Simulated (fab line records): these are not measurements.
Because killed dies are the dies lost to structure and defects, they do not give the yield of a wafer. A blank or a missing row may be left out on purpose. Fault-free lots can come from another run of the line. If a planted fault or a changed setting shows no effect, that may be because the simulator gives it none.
2 desks, one fault :: flow gf180mcu :: what lay behind the numbers comes last; until then each desk has only its own

== DESK OF THE TOOL OWNER: krf_scanner-02 ==
The tool's own readings at GF_STI_EXPOSE_09 (exposes mask COMP, target cd 220 nm): means of the sampled wafers that have a number, for each lot that ran on this tool. The brackets show how far a lot's mean lies from the usual mean; more than 4 standard deviations puts the lot out of limits, marked OUT.
Columns: A = exposure_dose_mJ_cm2 at GF_STI_EXPOSE_09, usual 28.31; B = focus_offset_nm at GF_STI_EXPOSE_09, usual -0.1 nm
lot: L552
first seen here: day 3 12:16
A: 28.56
B: -0.4

lot: L556
first seen here: day 4 07:57
A: 28.57
B: -0.0

lot: L558
first seen here: day 4 19:21
A: 28.54
B: -0.7

lot: L562
first seen here: day 5 15:37
A: 28.57
B: -0.4

lot: L566
first seen here: day 6 10:56
A: 28.56
B: 0.6

lot: L567
first seen here: day 6 16:40
A: 28.59
B: -0.3
Finding of this desk: none of the 6 lots has anything out of limits.

== THE METROLOGY DESK ==
Lot by lot, what the gauges showed, no matter which tool ran the lot: averages of those sampled wafers that carry a number. The brackets show how far a lot's mean lies from the usual mean; more than 4 standard deviations puts the lot out of limits, marked OUT.
Columns: A = cd_nm at GF_M1_CD_MEAS_14, usual 230.4 nm
lot: L544
first seen here: day 16 23:54
A: 231.7

lot: L550
first seen here: day 19 07:55
A: 231.5

lot: L552
first seen here: day 19 23:03
A: 232.2

lot: L556
first seen here: day 21 06:57
A: 230.7

lot: L557
first seen here: day 22 04:04
A: 230.1

lot: L558
first seen here: day 22 07:10
A: 232.8

lot: L559
first seen here: day 22 13:51
A: 231.8

lot: L562
first seen here: day 23 14:54
A: 231.5

lot: L564
first seen here: day 24 11:10
A: 228.9

lot: L565
first seen here: day 24 16:36
A: 229.2

lot: L566
first seen here: day 24 21:07
A: 229.0

lot: L567
first seen here: day 25 02:01
A: 231.3
Finding of this desk: none of the 12 lots has anything out of limits.

== ALL TOGETHER ==
The tool owner's desk saw nothing out of limits.
Nothing out of limits was seen by the metrology desk.

== WHAT THE SIMULATOR HAD PUT IN ==
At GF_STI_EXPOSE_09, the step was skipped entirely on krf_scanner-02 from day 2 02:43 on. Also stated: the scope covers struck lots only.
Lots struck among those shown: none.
